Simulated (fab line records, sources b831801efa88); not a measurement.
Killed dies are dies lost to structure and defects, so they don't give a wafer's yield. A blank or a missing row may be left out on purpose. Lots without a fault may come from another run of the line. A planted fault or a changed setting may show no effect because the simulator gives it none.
Split-lot experiment | flow sfq_line | 5 lots, 23 wafers read, on a route of 325 steps

THE SPLIT
At SFQ_TRILAYER_M2_LITHO_COAT_057 (resist thk 600 nm), the setting spin_rpm was moved away from the recipe's 3000 rpm on 11 of the 23 wafers read, by +2.1% to +7.4%. The other wafers ran this setting at the recipe's value.

The reading is taken at the split's own step.

THE READING
KrF_of_TRILAYER_M2_LITHO_COAT_057.thk_nm (the simulator's own value, which no gauge read), in nm, at SFQ_TRILAYER_M2_LITHO_COAT_057 (resist thk 600 nm). The file gives no usual value for it. The 12 wafers here that ran the recipe average 599.8 nm, standard deviation 1.2 nm.

wafer  | tool, chamber at the split | spin_rpm as run, rpm | against the recipe | KrF_of_TRILAYER_M2_LITHO_COAT_057.thk_nm, nm | against lot-mates on the recipe
L074.1 | litho_track-02, 0          | 3000                 | recipe             | 599.7                                        | -
L074.2 | litho_track-02, 0          | 3063                 | +2.1%              | 592.9                                        | -6.6
L074.3 | litho_track-02, 0          | 3063                 | +2.1%              | 592.6                                        | -6.9
L074.4 | litho_track-02, 0          | 3063                 | +2.1%              | 593.7                                        | -5.8
L074.5 | litho_track-02, 0          | 3000                 | recipe             | 599.3                                        | -
L077.1 | litho_track-02, 0          | 3000                 | recipe             | 601.3                                        | -
L077.3 | litho_track-02, 0          | 3081                 | +2.7%              | 594.1                                        | -7.3
L077.4 | litho_track-02, 0          | 3081                 | +2.7%              | 594.1                                        | -7.3
L077.5 | litho_track-02, 0          | 3000                 | recipe             | 601.5                                        | -
L077.6 | litho_track-02, 0          | 3081                 | +2.7%              | 592.7                                        | -8.7
L078.1 | litho_track-02, 0          | 3166                 | +5.5%              | 583.4                                        | -16.3
L078.2 | litho_track-02, 0          | 3000                 | recipe             | 599.4                                        | -
L078.3 | litho_track-02, 0          | 3166                 | +5.5%              | 583.2                                        | -16.5
L078.5 | litho_track-02, 0          | 3000                 | recipe             | 599.1                                        | -
L078.6 | litho_track-02, 0          | 3000                 | recipe             | 600.7                                        | -
L080.2 | litho_track-02, 0          | 3000                 | recipe             | 598.9                                        | -
L080.5 | litho_track-02, 0          | 3000                 | recipe             | 597.6                                        | -
L080.6 | litho_track-02, 0          | 3000                 | recipe             | 598.2                                        | -
L083.1 | litho_track-01, 0          | 3223                 | +7.4%              | 580.2                                        | -20.5
L083.2 | litho_track-01, 0          | 3000                 | recipe             | 600.3                                        | -
L083.3 | litho_track-01, 0          | 3223                 | +7.4%              | 580.6                                        | -20.1
L083.5 | litho_track-01, 0          | 3223                 | +7.4%              | 580.4                                        | -20.3
L083.6 | litho_track-01, 0          | 3000                 | recipe             | 601.1                                        | -

THE FIT
A straight line over all 23 wafers: KrF_of_TRILAYER_M2_LITHO_COAT_057.thk_nm changes by -2.68 nm for each +1% of spin_rpm; r = -0.99; the points scatter about the line by 1.2 nm.
The same after taking each lot's own level away (the mean of its wafers on the recipe; 23 wafers): -2.79 nm for each +1%; r = -1.00; scatter 0.62 nm.
On that fit, the largest move of spin_rpm shifts the reading by 21 nm.
The lots' own levels span 598.23 to 601.40 nm, that is 2.7 times the standard deviation above.
So the lot-to-lot level changes the slope little: the two slopes agree.
Check: with one of the wafers moved furthest among these (+7.4%) left out of the fit, the line predicts -21 nm for it against its lot-mates. It came out at -20.5 nm against them.

OTHER SPLITS ON THESE WAFERS
These wafers also went through other splits before the reading. Each is held against what the fit with the lots' levels taken away leaves over:
other split on the same wafers                    | wafers away from the commonest value | r with KrF_of_TRILAYER_M2_LITHO_COAT_057.thk_nm (lot level and that fit taken away)
SFQ_TRILAYER_INCOMING_OXIDATION_002 temp_c        | 15                                   | +0.29
SFQ_TRILAYER_L0_LITHO_COAT_005 resist_thk_nm      | 5                                    | +0.05
SFQ_TRILAYER_L0_CAP_PECVD_011 time_s              | 10                                   | -0.41
SFQ_TRILAYER_L0_VIA_BARC_OPEN_VIA_ETCH_021 time_s | 5                                    | +0.12
SFQ_TRILAYER_M0_LITHO_COAT_026 resist_thk_nm      | 8                                    | -0.10
SFQ_TRILAYER_M0_LITHO_PEB_024 peb_time_s          | 6                                    | -0.23
SFQ_TRILAYER_I0_VIA_LITHO_PEB_034 peb_temp_c      | 8                                    | +0.35
SFQ_TRILAYER_I0_VIA_BARC_OPEN_VIA_ETCH_046 time_s | 4                                    | +0.06
SFQ_TRILAYER_M1_LITHO_COAT_039 spin_rpm           | 10                                   | -0.39
SFQ_TRILAYER_M1_BARC_OPEN_METAL_ETCH_054 bias_w   | 8                                    | +0.27

THE FILE'S OWN FIT
KrF_of_TRILAYER_M2_LITHO_COAT_057.thk_nm changes by -2.83 nm for each +1% of spin_rpm, r = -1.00.
